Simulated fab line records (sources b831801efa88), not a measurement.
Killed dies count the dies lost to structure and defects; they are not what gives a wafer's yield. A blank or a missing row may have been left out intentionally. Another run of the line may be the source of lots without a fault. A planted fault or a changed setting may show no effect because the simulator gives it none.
fab line records	flow sky130
record: lots: 12	wafers: 36	last_day: 50
route steps=708 shown NWELL@64 LDD_N@244 VIA2@508 METAL3@533
lots that met no fault: taken from a fault-free run of the same line
start_h: start of the lot's first displayed wafer, in hours after the record's first day	wait_h: how many hours have passed since the lot's step before this one	" unchanged from the row above	L1.1+2: several wafers, shown together as one row	- no value, or no start was given	* or withheld: withheld	< > ~ a bound
route shown NAME@n: names a module that has steps shown in the file, with the first one's number in the route	usual: mean/standard deviation taken from wafers without a fault	same: alike in all rows	chamber/n: place in a boat	sites: readings site by site	_std_site: standard deviation across them	_edge_site: inner sites' mean taken away from outer sites' mean	radius_mm: how far each site lies from the wafer's centre	mask NAME#n: copy n	behind: the last tool/chamber to shape the wafer	hold: why the lot was held/for how many hours/how that ended	device: the transistor (n, p or np) that didn't switch	end of line: tests of these same wafers at the route's end	for a step that has no rows: nothing shown but its recipe	killed: the dies lost at the first sort to structure and to defects; this is not the yield of the wafer	map: a wafer's dies, marking killed ones x, the rest . and places with no die _
set.NAME: the run value of the setting; set.NAME@STEP: its run value at that earlier step	model.NAME: the simulator's own value behind a step, which no gauge read
steps of the route over a sample of lots; a table a step, a row a wafer
services: from which hour (start_h, from the record's first day; less than 0 if before it) a tool's chamber was out of use, for how many hours, and why
== steps ==
step: SKY_NWELL_IMPLANT_11
recipe: species: P	energy_kev: 400	dose_cm2: 1.9e+13	tilt_deg: withheld
usual: beam_energy_keV: 399.99/0.12
lot.wafer	tool	chamber	start_h	wait_h	beam_energy_keV
L693.1	implanter-02	0	97.12	0.0	399.96
L693.2	"	0	"	"	399.88
L693.4	"	0	"	"	400.10
L694.1	implanter-01	0	100.52	0.0	400.04
L694.4	"	0	"	"	400.06
L694.6	"	0	"	"	399.85
L696.1	implanter-04	0	114.14	0.0	400.11
L696.4	"	0	"	"	399.88
L696.6	"	0	"	"	399.74
L697.1	implanter-04	0	121.29	0.0	399.84
L697.2	"	0	"	"	400.05
L697.6	"	0	"	"	400.07
L699.3	implanter-02	0	129.04	0.1	399.95
L699.5	"	0	"	"	399.93
L699.6	"	0	"	"	399.77
L700.1	implanter-04	0	139.27	0.0	399.93
L700.2	"	0	"	"	399.99
L700.5	"	0	"	"	399.78
L701.2	implanter-04	0	145.12	0.0	399.94
L701.4	"	0	"	"	400.00
L701.6	"	0	"	"	399.98
L702.2	implanter-02	0	145.82	0.0	399.96
L702.3	"	0	"	"	400.03
L702.5	"	0	"	"	400.06
L702.2	implanter-02	0	146.14	0.3	400.08
L702.3	"	0	"	"	400.27
L702.5	"	0	"	"	400.21
L704.1	implanter-02	0	159.32	0.0	400.05
L704.2	"	0	"	"	400.04
L704.3	"	0	"	"	400.05
L704.1	implanter-02	0	159.64	0.3	400.04
L704.2	"	0	"	"	400.01
L704.3	"	0	"	"	400.06
L705.1	implanter-04	0	167.79	0.0	400.11
L705.3	"	0	"	"	400.09
L705.6	"	0	"	"	399.90
L706.3	implanter-01	0	174.79	0.1	400.16
L706.4	"	0	"	"	400.08
L706.5	"	0	"	"	399.95
L706.3	implanter-01	0	175.11	0.3	399.99
L706.4	"	0	"	"	399.86
L706.5	"	0	"	"	399.84
L713.1	implanter-02	0	214.19	0.0	399.91
L713.2	"	0	"	"	399.84
L713.3	"	0	"	"	399.96
step: SKY_NWELL_TW_MEAS_15
usual: NWELL_TW: 1813/12
lot.wafer	tool	chamber	start_h	wait_h	NWELL_TW
L693.1	film_metro-03	-	97.67	0.1	1814
L693.2	"	-	"	"	1816
L693.4	"	-	"	"	1808
L694.1	film_metro-01	-	101.07	0.1	1813
L694.4	"	-	"	"	1819
L694.6	"	-	"	"	1812
L696.1	film_metro-01	-	114.69	0.1	1825
L696.4	"	-	"	"	1827
L696.6	"	-	"	"	1821
L697.1	film_metro-01	-	121.84	0.1	1825
L697.2	"	-	"	"	1826
L697.6	"	-	"	"	1823
L699.3	film_metro-04	-	129.56	0.1	1823
L699.5	"	-	"	"	1829
L699.6	"	-	"	"	1817
L700.1	film_metro-04	-	139.82	0.1	1819
L700.2	"	-	"	"	1811
L700.5	"	-	"	"	1830
L701.2	film_metro-03	-	145.65	0.1	1811
L701.4	"	-	"	"	1808
L701.6	"	-	"	"	1820
L702.2	film_metro-03	-	146.67	0.1	2241
L702.3	"	-	"	"	2250
L702.5	"	-	"	"	2244
L704.1	film_metro-01	-	160.19	0.1	2243
L704.2	"	-	"	"	2241
L704.3	"	-	"	"	2234
L705.1	film_metro-01	-	168.34	0.1	1814
L705.3	"	-	"	"	1799
L705.6	"	-	"	"	1814
L706.3	film_metro-04	-	175.63	0.1	2211
L706.4	"	-	"	"	2209
L706.5	"	-	"	"	2205
L713.1	film_metro-03	-	214.74	0.1	1819
L713.2	"	-	"	"	1823
L713.3	"	-	"	"	1818
step: SKY_NWELL_RS_MEAS_29
recipe: thk_meas_gauge: four-point-probe
usual: NWELL_RS: 624.6/1.7
lot.wafer	tool	chamber	start_h	wait_h	NWELL_RS[ohm/sq]
L693.1	film_metro-03	-	115.55	0.1	623.9
L693.2	"	-	"	"	624.6
L693.4	"	-	"	"	622.8
L694.1	film_metro-03	-	119.63	0.1	626.4
L694.4	"	-	"	"	626.3
L694.6	"	-	"	"	626.9
L696.1	film_metro-01	-	133.26	0.1	622.6
L696.4	"	-	"	"	622.5
L696.6	"	-	"	"	622.5
L697.1	film_metro-04	-	140.95	0.1	623.6
L697.2	"	-	"	"	621.7
L697.6	"	-	"	"	624.0
L699.3	film_metro-01	-	149.19	0.1	624.9
L699.5	"	-	"	"	624.3
L699.6	"	-	"	"	625.6
L700.1	film_metro-01	-	159.25	0.1	626.9
L700.2	"	-	"	"	625.9
L700.5	"	-	"	"	624.7
L701.2	film_metro-01	-	166.42	0.1	627.5
L701.4	"	-	"	"	624.9
L701.6	"	-	"	"	624.7
L702.2	film_metro-03	-	166.47	0.1	431.0
L702.3	"	-	"	"	430.7
L702.5	"	-	"	"	430.2
L704.1	film_metro-01	-	180.83	0.1	429.8
L704.2	"	-	"	"	430.1
L704.3	"	-	"	"	430.5
L705.1	film_metro-03	-	189.66	0.1	624.2
L705.3	"	-	"	"	625.2
L705.6	"	-	"	"	625.6
L706.3	film_metro-01	-	196.89	0.1	431.0
L706.4	"	-	"	"	431.3
L706.5	"	-	"	"	432.6
L713.1	film_metro-01	-	238.05	0.1	626.2
L713.2	"	-	"	"	624.7
L713.3	"	-	"	"	625.9
step: SKY_LDD_N_OVL_MEAS_07
usual: LDD_N_OVL: -1.3/1.3
lot.wafer	tool	chamber	start_h	wait_h	LDD_N_OVL[nm]
L693.1	overlay-02	-	421.33	0.1	-0.9
L693.2	"	-	"	"	-2.1
L693.4	"	-	"	"	-0.4
L694.1	overlay-02	-	435.94	0.1	-2.9
L694.4	"	-	"	"	-1.5
L694.6	"	-	"	"	-2.4
L696.1	overlay-02	-	454.68	0.1	-2.4
L696.4	"	-	"	"	-1.2
L696.6	"	-	"	"	0.5
L697.1	overlay-02	-	461.73	0.1	0.7
L697.2	"	-	"	"	-1.3
L697.6	"	-	"	"	-0.8
L699.3	overlay-02	-	470.90	0.1	0.4
L699.5	"	-	"	"	-0.4
L699.6	"	-	"	"	-0.9
L700.1	overlay-02	-	482.44	0.1	-1.2
L700.2	"	-	"	"	-0.3
L700.5	"	-	"	"	-1.1
L701.2	overlay-02	-	499.48	0.1	-1.1
L701.4	"	-	"	"	-4.5
L701.6	"	-	"	"	-1.2
L702.2	overlay-01	-	500.09	0.1	-2.3
L702.3	"	-	"	"	-4.7
L702.5	"	-	"	"	-2.8
L704.1	overlay-01	-	519.18	0.1	-1.3
L704.2	"	-	"	"	0.0
L704.3	"	-	"	"	0.2
L705.1	overlay-02	-	530.90	0.1	-1.6
L705.3	"	-	"	"	-0.7
L705.6	"	-	"	"	-0.2
L706.3	overlay-02	-	543.90	0.1	-1.9
L706.4	"	-	"	"	1.0
L706.5	"	-	"	"	0.4
L713.1	overlay-02	-	606.08	0.1	-0.1
L713.2	"	-	"	"	-1.3
L713.3	"	-	"	"	-0.7
step: SKY_VIA2_THK_MEAS_01
recipe: reads: SiO2_of_VIA2_HDPCVD_00
usual: VIA2_HDPCVD_THK: 1175/13
lot.wafer	tool	chamber	start_h	wait_h	VIA2_HDPCVD_THK[nm]
L693.1	film_metro-04	-	840.58	0.1	1182
L693.2	"	-	"	"	1160
L693.4	"	-	"	"	1170
L694.1	film_metro-02	-	854.12	0.1	1167
L694.4	"	-	"	"	1171
L694.6	"	-	"	"	1160
L696.1	film_metro-01	-	870.01	0.1	1181
L696.4	"	-	"	"	1167
L696.6	"	-	"	"	1179
L697.1	film_metro-01	-	871.43	0.1	1210
L697.2	"	-	"	"	1180
L697.6	"	-	"	"	1188
L699.3	film_metro-04	-	883.02	0.1	1183
L699.5	"	-	"	"	1164
L699.6	"	-	"	"	1165
L700.1	film_metro-04	-	890.09	0.1	1171
L700.2	"	-	"	"	1163
L700.5	"	-	"	"	1154
L701.2	film_metro-02	-	907.78	0.1	1176
L701.4	"	-	"	"	1174
L701.6	"	-	"	"	1168
L702.2	film_metro-04	-	909.38	0.1	1166
L702.3	"	-	"	"	1163
L702.5	"	-	"	"	1165
L704.1	film_metro-02	-	922.20	0.1	1184
L704.2	"	-	"	"	1187
L704.3	"	-	"	"	1184
L705.1	film_metro-02	-	932.39	0.1	1191
L705.3	"	-	"	"	1169
L705.6	"	-	"	"	1189
L706.3	film_metro-01	-	942.03	0.1	1160
L706.4	"	-	"	"	1171
L706.5	"	-	"	"	1162
L713.1	film_metro-01	-	995.09	0.1	1208
L713.2	"	-	"	"	1205
L713.3	"	-	"	"	1191
step: SKY_METAL3_SPUTTER_01
recipe: material: TiN	target_thk_nm: 20	power_w: 6500	time_s: 16.7	chamber_pressure_pa: 0.4
usual: cathode_dc_power_W: 6500.1/1	throttle_valve_pct: 30.0/1.2
lot.wafer	tool	chamber	start_h	wait_h	cathode_dc_power_W	throttle_valve_pct
L693.1	pvd_sputter-01	-	868.50	0.0	6500.2	30.6
L693.2	"	-	"	"	6500.5	32.4
L693.4	"	-	"	"	6499.5	28.2
L694.1	pvd_sputter-01	-	882.20	0.0	6501.6	30.0
L694.4	"	-	"	"	6500.4	28.3
L694.6	"	-	"	"	6501.3	30.3
L696.1	pvd_sputter-01	-	897.97	0.0	6500.2	32.0
L696.4	"	-	"	"	6500.7	30.1
L696.6	"	-	"	"	6499.0	32.2
L697.1	pvd_sputter-02	-	898.60	0.0	6499.2	29.4
L697.2	"	-	"	"	6499.8	27.6
L697.6	"	-	"	"	6498.2	30.8
L699.3	pvd_sputter-01	-	910.96	0.0	6500.3	32.4
L699.5	"	-	"	"	6499.4	32.5
L699.6	"	-	"	"	6500.4	30.0
L700.1	pvd_sputter-01	-	917.25	0.0	6500.4	29.9
L700.2	"	-	"	"	6499.0	28.4
L700.5	"	-	"	"	6502.8	30.0
L701.2	pvd_sputter-03	-	934.73	0.0	6501.6	30.1
L701.4	"	-	"	"	6498.2	30.1
L701.6	"	-	"	"	6499.9	30.1
L702.2	pvd_sputter-01	-	936.27	0.0	6498.3	30.2
L702.3	"	-	"	"	6497.8	28.4
L702.5	"	-	"	"	6500.2	30.0
L704.1	pvd_sputter-01	-	948.72	0.0	6498.5	30.2
L704.2	"	-	"	"	6499.9	30.1
L704.3	"	-	"	"	6501.0	32.5
L705.1	pvd_sputter-01	-	959.61	0.0	6499.0	28.5
L705.3	"	-	"	"	6500.8	32.2
L705.6	"	-	"	"	6500.9	29.9
L706.3	pvd_sputter-02	-	968.34	0.0	6501.5	30.0
L706.4	"	-	"	"	6500.4	31.1
L706.5	"	-	"	"	6500.6	29.7
L713.1	pvd_sputter-03	-	1021.94	0.0	6499.9	30.1
L713.2	"	-	"	"	6499.6	28.9
L713.3	"	-	"	"	6499.6	30.2
== services ==
tool	chamber	start_h	hours	kind
pvd_sputter-01	-	82.91	1.3	repair
pvd_sputter-01	-	100.15	4.6	repair
implanter-04	-	103.13	4.9	pm
implanter-04	-	152.97	2.3	repair
implanter-04	-	155.06	1.6	repair
pvd_sputter-01	-	219.64	0.9	repair
pvd_sputter-01	-	353.13	2.7	repair
implanter-02	-	431.80	9.4	repair
implanter-04	-	529.04	3.2	pm
implanter-04	-	534.56	7.5	repair
implanter-04	-	566.48	2.5	repair
implanter-02	-	599.76	2.3	repair
pvd_sputter-01	-	631.04	1.0	repair
implanter-04	-	651.21	9.9	repair
implanter-02	-	702.42	0.8	repair
implanter-02	-	724.22	4.8	repair
implanter-02	-	743.79	5.7	pm
implanter-02	-	750.74	1.5	repair
implanter-04	-	762.80	2.0	repair
implanter-02	-	830.85	3.7	pm
implanter-04	-	837.07	1.2	repair
implanter-02	-	887.89	6.7	pm
implanter-02	-	894.77	3.9	repair
implanter-02	-	929.82	4.1	repair
== key ==
first_sign: step: SKY_NWELL_IMPLANT_11	reading: visit	direction: added
effect: step: SKY_NWELL_TW_MEAS_15	reading: NWELL_TW	direction: up	sigmas: 35	usual: 1813	struck: 2231
effect: step: SKY_NWELL_RS_MEAS_29	reading: NWELL_RS	direction: down	sigmas: 99+	usual: 624.6	struck: 430.8
met_at SKY_NWELL_IMPLANT_11
struck_lots L702,L704,L706
tester_left_out L702,L704,L706
not_acting_at SKY_LDD_N_OVL_MEAS_07,SKY_VIA2_THK_MEAS_01,SKY_METAL3_SPUTTER_01
fault: kind: repeated_step_whole	tool: implanter-01,implanter-02,implanter-04	chamber: -	onset_h: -	steps: SKY_NWELL_IMPLANT_11	times: 1	scope: struck_lots_only
tester_left_out: of these lots the tester's yield and bins aren't shown, on N5 and GAA mostly nor the transistor test; their killed dies are dies lost to structure and defects alone, not to doping, threshold or leakage, so they don't give the yield
